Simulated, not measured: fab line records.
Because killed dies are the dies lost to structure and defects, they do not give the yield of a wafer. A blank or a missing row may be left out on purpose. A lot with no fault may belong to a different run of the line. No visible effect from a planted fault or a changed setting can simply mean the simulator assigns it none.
Chamber matching    flow sfq line    cmp-01 running SFQ_TRILAYER_I0_CMP_CMP_028: 4 sister chambers
The step polishes SiO2. 14 wafers are shown with their chamber, then 7 later ones without.

## WAFERS WITH THEIR CHAMBER
wafer   chamber  motor current A (A)  time to endpoint s (s)
L507.2  1        10.9                 220
L507.3  0        9.5                  213
L507.4  3        10.0                 227
L508.2  3        9.0                  216
L508.3  1        10.4                 236
L508.5  2        9.6                  241
L515.3  3        9.9                  207
L515.4  0        9.9                  214
L515.5  3        9.9                  207
L517.2  1        11.3                 220
L517.3  3        9.3                  196
L517.6  1        11.3                 220
L525.1  1        10.9                 214
L525.4  2        9.7                  215

SIGNATURES, as means of the wafers listed above
reading             chamber 0  chamber 1  chamber 2  chamber 3  scatter within a chamber
motor current A     9.700      10.960     9.650      9.620      0.377
time to endpoint s  213.50     222.00     228.00     210.60     10.7
Rule: for each reading, subtract the chamber's mean from the wafer's reading, divide by that reading's scatter and square the result; add these up over the readings and take the root, which gives the wafer's distance from the chamber. If the next closest chamber is less than 2 further off than the closest, the wafer can't be placed; otherwise it belongs to the closest. The scatter: take each reading less its chamber's mean, square it, sum over the shown wafers, divide by the number of wafers less the number of chambers, and take the root.

## WAFERS WITH NO CHAMBER GIVEN
wafer   motor current A (A)  time to endpoint s (s)
L525.5  10.1                 216
L527.2  9.6                  213
L527.4  11.1                 218
L527.3  9.5                  211
L528.1  10.4                 210
L528.3  9.7                  214
L528.4  10.2                 202

## EACH ONE'S CHAMBER
wafer   from the rows above                in truth
L525.5  can't be placed: 0 or 3 or 2 or 1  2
L527.2  can't be placed: 3 or 0 or 2       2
L527.4  1                                  1
L527.3  can't be placed: 3 or 0 or 2       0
L528.1  can't be placed: 1 or 0 or 3 or 2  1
L528.3  can't be placed: 0 or 3 or 2       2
L528.4  can't be placed: 0 or 3 or 1 or 2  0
Placed correctly: 1 of 7. Cannot be placed on the basis of these rows: 6; the candidates contain the true chamber in 6. Number placed wrongly: 0.
